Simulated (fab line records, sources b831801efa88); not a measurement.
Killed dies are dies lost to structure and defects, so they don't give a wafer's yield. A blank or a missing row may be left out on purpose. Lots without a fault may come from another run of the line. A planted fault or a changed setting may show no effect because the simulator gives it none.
A struck lot beside a sound one | flow sky130 | 29 steps out of a route of 708
Sound: wafers L835.1, L835.5, L835.6. Struck: wafer L848.4. (L848.2, L848.3 of the same lot were not struck and are left out.) The cause comes at the end.
At each step with rows: each side's tool, then ch and its chambers, then its first start. Under that, the readings that differ: sound wafers | struck wafers | difference of the means | sigmas: that difference in standard deviations of wafers without a fault.
alike: readings whose means differ by less than 2 such deviations, and words and numbers that are the same on both sides. not compared: withheld readings, readings that some wafer has no value for, bounds like >300 that may hide the same value, and numbers for which the record gives no deviation and whose values overlap.
The two part at a step that has a row with sigmas, a row that says differs or no value, or rows on one side only. Numbers that don't overlap but have no deviation are shown without sigmas and don't part them. A reading that every wafer of one side lacks parts them only if that side has two wafers or more.

SKY_LI_CONTACT_OVL_MEAS_13:
  sound on overlay-02, day 28 21:19; struck on overlay-01, day 33 17:13
  reading             | sound  | struck | difference | sigmas
  LI_CONTACT_OVL (nm) | 1 -3 2 | -17    | -17        | -3
then, 2 steps without rows for these wafers: SKY_LI_CONTACT_ETCH_14 (etches BARC in N2/H2, stops on SiO2, time 45.9 s, target depth 60 nm); SKY_LI_CONTACT_ETCH_15 (etches PSG in C4F8/O2/Ar, stops on Si, target depth 600 nm).
SKY_LI_CONTACT_STRIP_16: strips in O2/N2.
  sound on plasma_asher-01 ch 0,1, day 28 21:28; struck on plasma_asher-04 ch 1, day 33 17:22
  alike: drypump_motor_current_A, n2_flow_sccm, o2_flow_sccm, oes_product_au, strip_time_to_endpoint_s
  not compared: rf_hours_counter_h
then, 2 steps without rows for these wafers: SKY_LI_CONTACT_CLEAN_17 (cleans in NMP, time 600 s); SKY_LI_CONTACT_PRE_CLEAN_18 (time 5.6 s).
SKY_LI_CONTACT_SPUTTER_19: material Ti, target thk 20 nm, time 106.37 s.
  sound on pvd_sputter-02, day 28 21:48; struck on pvd_sputter-04, day 33 17:40
  alike: throttle_valve_pct
then, 1 step without rows for these wafers: SKY_LI_CONTACT_SPUTTER_20 (material TiN, target thk 20 nm, time 80 s).
SKY_LI_CONTACT_CVD_21: deposits W, target thk 400 nm, time 120.56 s.
  sound on cvd_w-01 ch 0,1, day 28 21:56; struck on cvd_w-01 ch 0, day 33 17:48
  alike: heater_power_w
SKY_LI_CONTACT_RS_MEAS_22: measures by four-point-probe.
  sound on film_metro-04, day 28 22:04; struck on film_metro-02, day 33 17:57
  alike: LI_CONTACT_W_RS
SKY_LI_CONTACT_THK_MEAS_23: measures by xrf.
  sound on film_metro-04, day 28 22:11; struck on film_metro-02, day 33 18:04
  alike: LI_CONTACT_W_THK
SKY_LI_CONTACT_CMP_24: polishes, stops on PSG, t overpolish 20 s, target thk 0 nm.
  sound on cmp-02 ch 0,2,3, day 28 22:23; struck on cmp-01 ch 2, day 33 18:10
  alike: head_pressure_psi, motor_current_A, overpolish_run_s, time_to_endpoint_s
SKY_LOCAL_INTERCONNECT_SPUTTER_00: material TiN, target thk 100 nm, time 83.3 s.
  sound on pvd_sputter-04, day 28 22:32; struck on pvd_sputter-03, day 33 18:25
  reading                                                | sound          | struck | difference | sigmas
  model.TiN_of_LOCAL_INTERCONNECT_SPUTTER_00.thk_nm (nm) | 98.5 99.58 101 | 131.5  | +31.8      |
  alike: throttle_valve_pct
SKY_LOCAL_INTERCONNECT_RS_MEAS_01: measures by four-point-probe.
  sound on film_metro-03, day 28 22:37; struck on film_metro-04, day 33 18:47
  reading                            | sound             | struck | difference | sigmas
  LOCAL_INTERCONNECT_TIN_RS (ohm/sq) | 14.39 14.20 13.99 | 10.63  | -3.56      | -17
  not compared: hold
SKY_LOCAL_INTERCONNECT_THK_MEAS_02: measures by xrf.
  sound on film_metro-03, day 28 22:44; struck on film_metro-04, day 33 21:05
  reading                         | sound           | struck | difference | sigmas
  LOCAL_INTERCONNECT_TIN_THK (nm) | 98.1 98.9 100.7 | 130.2  | +31.0      | +19
  not compared: hold
then, 7 steps without rows for these wafers: SKY_LOCAL_INTERCONNECT_HMDS_04 (prime time 60 s); SKY_LOCAL_INTERCONNECT_COAT_05 (resist thk 60 nm); SKY_LOCAL_INTERCONNECT_COAT_06 (resist thk 450 nm); SKY_LOCAL_INTERCONNECT_SOFTBAKE_07 (time 90 s); SKY_LOCAL_INTERCONNECT_EXPOSE_08 (exposes mask LI1M, target cd 170 nm); SKY_LOCAL_INTERCONNECT_PEB_09; SKY_LOCAL_INTERCONNECT_DEVELOP_10 (develop time 60 s).
SKY_LOCAL_INTERCONNECT_CD_MEAS_11: target cd 170 nm.
  sound on cd_sem-01, day 30 02:20; struck on cd_sem-02, day 34 20:54
  alike: cd_nm
SKY_LOCAL_INTERCONNECT_OVL_MEAS_12:
  sound on overlay-01, day 30 02:27; struck on overlay-01, day 34 21:01
  alike: LOCAL_INTERCONNECT_OVL
SKY_LOCAL_INTERCONNECT_ETCH_13: etches BARC in N2/H2, stops on SiO2, time 45.9 s, target depth 60 nm.
  sound on rie_metal-03 ch 0,1, day 30 02:29; struck on rie_metal-01 ch 1, day 34 21:02
  alike: drypump_motor_current_A, n2_flow_sccm, oes_product_au, throttle_valve_pct
  not compared: rf_hours_counter_h
SKY_LOCAL_INTERCONNECT_METAL_ETCH_14: etches TiN in Cl2/BCl3, stops on PSG, target depth 110 nm, time 31.4 s.
  sound on rie_metal-03 ch 0,1, day 30 02:33; struck on rie_metal-01 ch 1, day 34 21:06
  reading                | sound                | struck | difference | sigmas
  oes_product_au (a.u.)  | 0.935 0.936 0.950    | 0.980  | +0.040     | +4
  throttle_valve_pct (%) | 21.905 21.905 21.878 | 21.857 | -0.039     | -4
  alike: drypump_motor_current_A
  not compared: rf_hours_counter_h
then, 1 step without rows for these wafers: SKY_LOCAL_INTERCONNECT_STRIP_15 (strips in O2/N2).
SKY_LOCAL_INTERCONNECT_STRIP_16: strips in post etch residue remover, time 1200 s.
  sound on wet_bench-03 ch 0, day 30 02:42; struck on wet_bench-02 ch 2, day 34 21:15
  reading                                                | sound             | struck | difference | sigmas
  model.TiN_of_LOCAL_INTERCONNECT_SPUTTER_00.thk_nm (nm) | 98.09 99.17 100.6 | 131.1  | +31.8      |
then, 1 step without rows for these wafers: SKY_LOCAL_INTERCONNECT_CLEAN_17 (cleans in IPA, time 180 s).

WHERE THEY PART
First at SKY_LI_CONTACT_OVL_MEAS_13; last, within this record, at SKY_LOCAL_INTERCONNECT_METAL_ETCH_14.

WHY: what the simulator had put in
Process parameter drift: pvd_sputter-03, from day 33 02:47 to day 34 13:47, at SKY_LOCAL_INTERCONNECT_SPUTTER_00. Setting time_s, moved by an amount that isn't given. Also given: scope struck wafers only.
